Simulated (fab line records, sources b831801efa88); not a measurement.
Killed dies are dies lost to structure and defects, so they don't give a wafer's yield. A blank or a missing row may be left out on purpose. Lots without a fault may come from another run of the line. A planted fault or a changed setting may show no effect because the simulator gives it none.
fab line records | flow sky130
record lots=12 wafers=36 last_day=50
route steps=708 shown VT_ADJUST_HVTP@94 VIA1@472 METAL3@534
lots that met no fault: from a run of the same line without faults
start_h: hours from the record's first day to the start of the lot's first wafer shown | wait_h: hours since the lot's step before | " the same as in the row above | L1.1+2: a row that stands for several wafers | - no value, or no start given | * or withheld: withheld | < > ~ a bound
route shown NAME@n: a module of which the file shows steps, and the number in the route of the first | usual: mean/standard deviation of fault-free wafers | same: alike in all rows | chamber/n: place in a boat | sites: the reading at each site | _std_site: their standard deviation | _edge_site: outer sites' mean less inner sites' | radius_mm: how far each site lies from the wafer's centre | mask NAME#n: copy n | behind: the tool/chamber that last shaped the wafer | hold: why the lot was held/for how many hours/how that ended | device: the transistor (n, p or np) that didn't switch | end of line: the same wafers' tests at the end of the route | a step without rows: its recipe alone | killed: dies lost to structure and defects at the first sort, not the wafer's yield | map: a wafer's dies, x killed, . not, _ none there
set.NAME: the setting as run; set.NAME@STEP: as run at that earlier step | model.NAME: the simulator's own value behind a step, which no gauge read
steps of the route over a sample of lots; a table a step, a row a wafer
services: from which hour (start_h, from the record's first day; less than 0 if before it) a tool's chamber was out of use, for how many hours, and why
## steps
# step SKY_VT_ADJUST_HVTP_IMPLANT_09
# recipe species=As energy_kev=150 dose_cm2=4.3e+12 tilt_deg=withheld
# columns lot.wafer tool chamber start_h wait_h
L847.2+5+6 implanter-02 0 121.05 0.0
L848.2+4+6 implanter-01 0 127.83 0.0
L850.1+2+4 implanter-03 0 140.11 0.0
L852.1+2+6 implanter-03 0 160.03 0.0
L854.2+5+6 implanter-01 0 168.15 0.0
L855.1+2+5 implanter-01 0 172.68 0.0
L857.2+4+6 implanter-03 0 183.35 0.0
L859.1+2+4 implanter-01 0 197.68 0.0
L859.1+2+4 implanter-01 0 197.99 0.3
L860.1+4+5 implanter-03 0 202.88 0.0
L864.1+3+6 implanter-02 0 225.75 0.0
L864.1+3+6 implanter-02 0 226.06 0.3
L869.2+5+6 implanter-03 0 266.50 0.0
L870.1+4+5 implanter-01 0 267.13 0.0
# step SKY_VT_ADJUST_HVTP_TW_MEAS_11
# usual VT_ADJUST_HVTP_TW=1354/16
# columns lot.wafer tool chamber start_h wait_h VT_ADJUST_HVTP_TW
L847.2 film_metro-04 - 121.29 0.1 1348
L847.5 " - " " 1352
L847.6 " - " " 1350
L848.2 film_metro-02 - 128.07 0.1 1341
L848.4 " - " " 1337
L848.6 " - " " 1345
L850.1 film_metro-01 - 140.36 0.1 1385
L850.2 " - " " 1389
L850.4 " - " " 1386
L852.1 film_metro-02 - 160.28 0.1 1346
L852.2 " - " " 1346
L852.6 " - " " 1349
L854.2 film_metro-04 - 168.39 0.1 1357
L854.5 " - " " 1347
L854.6 " - " " 1350
L855.1 film_metro-04 - 172.93 0.1 1348
L855.2 " - " " 1339
L855.5 " - " " 1346
L857.2 film_metro-04 - 183.59 0.1 1343
L857.4 " - " " 1346
L857.6 " - " " 1353
L859.1 film_metro-04 - 198.26 0.1 1676
L859.2 " - " " 1669
L859.4 " - " " 1678
L860.1 film_metro-02 - 203.13 0.1 1343
L860.4 " - " " 1352
L860.5 " - " " 1349
L864.1 film_metro-04 - 226.31 0.1 1664
L864.3 " - " " 1669
L864.6 " - " " 1679
L869.2 film_metro-02 - 266.74 0.1 1347
L869.5 " - " " 1346
L869.6 " - " " 1338
L870.1 film_metro-02 - 267.38 0.1 1344
L870.4 " - " " 1347
L870.5 " - " " 1345
# step SKY_VIA1_ETCH_14
# recipe chemistry=N2/H2 target=BARC ion_energy_ev=200 source_w=500 bias_w=100 pressure_mtorr=30 n2_flow_sccm=100 h2_flow_sccm=200 stop_on=SiO2 time_s=45.9 target_depth_a=600
# usual bias_w=100.0/0.3 drypump_motor_current_A=5.7/0.46 oes_product_au=0.854/0.0044 throttle_valve_pct=13.225/0.0092
# columns lot.wafer tool chamber start_h wait_h bias_w drypump_motor_current_A oes_product_au rf_hours_counter_h throttle_valve_pct
L847.2 rie_diel-04 2 780.95 0.0 99.9 6.2 0.855 1 13.228
L847.5 " 0 " " 100.1 6.3 0.861 - 13.212
L847.6 " 1 " " 100.1 4.7 0.851 - 13.230
L848.2 rie_diel-04 1 787.25 0.0 100.0 4.7 0.851 14 13.221
L848.4 " 2 " " 100.0 6.2 0.855 1 13.229
L848.6 " 0 " " 99.7 6.4 0.855 - 13.216
L850.1 rie_diel-03 3 806.58 0.0 99.7 5.7 0.857 13 13.215
L850.2 " 2 " " 100.1 5.7 0.862 4 13.222
L850.4 " 0 " " 99.7 6.0 0.853 3 13.218
L852.1 rie_diel-01 3 839.92 0.0 100.3 5.5 0.850 19 13.220
L852.2 " 2 " " 99.7 5.6 0.848 11 13.219
L852.6 " 2 " " 99.9 5.6 0.852 - 13.238
L854.2 rie_diel-03 3 845.33 0.0 99.7 5.8 0.851 13 13.206
L854.5 " 0 " " 100.1 6.0 0.851 - 13.240
L854.6 " 3 " " 99.8 5.8 0.849 - 13.221
L855.1 rie_diel-04 3 849.93 0.0 100.0 5.8 0.852 12 13.236
L855.2 " 2 " " 100.5 6.2 0.857 3 13.227
L855.5 " 0 " " 100.2 6.3 0.857 - 13.219
L857.2 rie_diel-01 1 867.05 0.0 99.7 5.5 0.853 17 13.243
L857.4 " 2 " " 100.2 5.6 0.847 11 13.226
L857.6 " 0 " " 99.6 5.3 0.853 - 13.229
L859.1 rie_diel-04 1 881.12 0.0 100.1 4.7 0.856 18 13.218
L859.2 " 2 " " 99.8 6.2 0.854 4 13.221
L859.4 " 3 " " 99.2 5.8 0.857 13 13.228
L860.1 rie_diel-03 3 883.95 0.0 99.6 5.7 0.859 15 13.214
L860.4 " 1 " " 99.3 5.5 0.862 8 13.227
L860.5 " 1 " " 99.3 5.5 0.846 - 13.218
L864.1 rie_diel-04 1 914.52 0.0 100.2 4.7 0.859 19 13.235
L864.3 " 0 " " 99.8 6.3 0.863 26 13.235
L864.6 " 3 " " 100.0 5.8 0.851 - 13.207
L870.1 rie_diel-01 1 959.20 0.0 101.0 5.5 0.852 20 13.225
L870.4 " 2 " " 100.1 5.5 0.858 14 13.231
L870.5 " 0 " " 100.0 5.3 0.848 - 13.235
L869.2 rie_diel-04 1 960.18 0.0 99.7 4.8 0.854 20 13.219
L869.5 " 2 " " 99.7 6.2 0.854 - 13.238
L869.6 " 1 " " 100.0 4.7 0.850 - 13.236
# step SKY_METAL3_SPUTTER_02
# recipe material=AlCu target_thk_nm=735 power_w=10600 time_s=39.1 chamber_pressure_pa=0.4
# usual throttle_valve_pct=30.0/0.94
# columns lot.wafer tool chamber start_h wait_h throttle_valve_pct
L847.2 pvd_sputter-02 - 838.82 0.0 29.1
L847.5 " - " " 29.7
L847.6 " - " " 31.6
L848.2 pvd_sputter-04 - 846.49 0.0 30.0
L848.4 " - " " 29.5
L848.6 " - " " 29.7
L850.1 pvd_sputter-04 - 860.94 0.0 32.0
L850.2 " - " " 30.6
L850.4 " - " " 29.8
L852.1 pvd_sputter-02 - 895.43 0.0 29.1
L852.2 " - " " 29.8
L852.6 " - " " 29.1
L854.2 pvd_sputter-03 - 900.57 0.0 29.8
L854.5 " - " " 28.9
L854.6 " - " " 29.6
L855.1 pvd_sputter-04 - 905.61 0.0 29.5
L855.2 " - " " 29.7
L855.5 " - " " 31.9
L857.2 pvd_sputter-04 - 922.71 0.0 30.8
L857.4 " - " " 29.7
L857.6 " - " " 29.9
L859.1 pvd_sputter-03 - 935.95 0.0 29.5
L859.2 " - " " 29.9
L859.4 " - " " 29.4
L860.1 pvd_sputter-04 - 939.51 0.0 29.7
L860.4 " - " " 30.7
L860.5 " - " " 31.9
L864.1 pvd_sputter-02 - 968.97 0.0 29.3
L864.3 " - " " 29.4
L864.6 " - " " 28.8
L870.1 pvd_sputter-02 - 1010.91 0.0 29.5
L870.4 " - " " 31.6
L870.5 " - " " 29.6
L869.2 pvd_sputter-02 - 1011.67 0.0 28.8
L869.5 " - " " 29.6
L869.6 " - " " 29.8
# step SKY_METAL3_SPUTTER_04
# recipe material=TiN target_thk_nm=70 power_w=6500 time_s=58.3 chamber_pressure_pa=0.4
# usual throttle_valve_pct=30.0/0.96
# columns lot.wafer tool chamber start_h wait_h throttle_valve_pct
L847.2 pvd_sputter-02 - 838.88 0.0 29.4
L847.5 " - " " 30.0
L847.6 " - " " 31.7
L848.2 pvd_sputter-04 - 846.54 0.0 30.1
L848.4 " - " " 29.6
L848.6 " - " " 29.7
L850.1 pvd_sputter-04 - 860.99 0.0 32.0
L850.2 " - " " 30.7
L850.4 " - " " 29.6
L852.1 pvd_sputter-02 - 895.48 0.0 29.3
L852.2 " - " " 29.7
L852.6 " - " " 29.6
L854.2 pvd_sputter-03 - 900.63 0.0 29.5
L854.5 " - " " 29.1
L854.6 " - " " 30.0
L855.1 pvd_sputter-04 - 905.66 0.0 29.8
L855.2 " - " " 29.9
L855.5 " - " " 32.2
L857.2 pvd_sputter-04 - 922.77 0.0 30.6
L857.4 " - " " 29.5
L857.6 " - " " 30.0
L859.1 pvd_sputter-03 - 936.01 0.0 29.2
L859.2 " - " " 29.7
L859.4 " - " " 29.6
L860.1 pvd_sputter-04 - 939.57 0.0 29.4
L860.4 " - " " 30.7
L860.5 " - " " 31.9
L864.1 pvd_sputter-02 - 969.03 0.0 29.4
L864.3 " - " " 29.6
L864.6 " - " " 28.8
L870.1 pvd_sputter-02 - 1010.97 0.0 29.4
L870.4 " - " " 31.3
L870.5 " - " " 29.4
L869.2 pvd_sputter-02 - 1011.72 0.0 29.1
L869.5 " - " " 29.1
L869.6 " - " " 29.4
## services
# columns tool chamber start_h hours kind
implanter-01 - 121.18 1.3 repair
rie_diel-04 1 122.57 16.3 repair
implanter-01 - 126.18 0.7 repair
rie_diel-04 - 150.24 2.6 repair
pvd_sputter-04 - 156.04 1.0 repair
pvd_sputter-04 - 194.11 6.9 repair
implanter-01 - 212.66 2.5 pm
implanter-01 - 224.55 5.1 repair
pvd_sputter-04 - 258.00 2.1 repair
pvd_sputter-04 - 262.89 0.5 repair
implanter-01 - 340.99 2.4 repair
rie_diel-04 2 365.67 6.1 repair
rie_diel-04 0 410.45 20.4 repair
pvd_sputter-04 - 411.79 2.5 repair
rie_diel-04 2 417.41 3.0 repair
pvd_sputter-02 - 434.32 2.3 repair
pvd_sputter-02 - 451.29 12.1 repair
pvd_sputter-04 - 473.65 0.6 repair
pvd_sputter-02 - 546.09 4.9 repair
pvd_sputter-02 - 644.44 0.7 repair
pvd_sputter-04 - 694.70 0.5 repair
pvd_sputter-02 - 707.10 13.6 repair
pvd_sputter-04 - 865.95 3.0 repair
pvd_sputter-02 - 997.43 3.8 repair
## key
first_sign step=SKY_VT_ADJUST_HVTP_IMPLANT_09 reading=visit direction=added
effect step=SKY_VT_ADJUST_HVTP_TW_MEAS_11 reading=VT_ADJUST_HVTP_TW direction=up sigmas=21 usual=1354 struck=1672
met_at SKY_VT_ADJUST_HVTP_IMPLANT_09
struck_lots L859,L864
tester_left_out L859,L864
not_acting_at SKY_VIA1_ETCH_14,SKY_METAL3_SPUTTER_02,SKY_METAL3_SPUTTER_04
fault kind=repeated_step_whole tool=implanter-01,implanter-02,implanter-03 chamber=- onset_h=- steps=SKY_VT_ADJUST_HVTP_IMPLANT_09 times=1 scope=struck_lots_only
# tester_left_out: of these lots the tester's yield and bins aren't shown, on N5 and GAA mostly nor the transistor test; their killed dies are dies lost to structure and defects alone, not to doping, threshold or leakage, so they don't give the yield
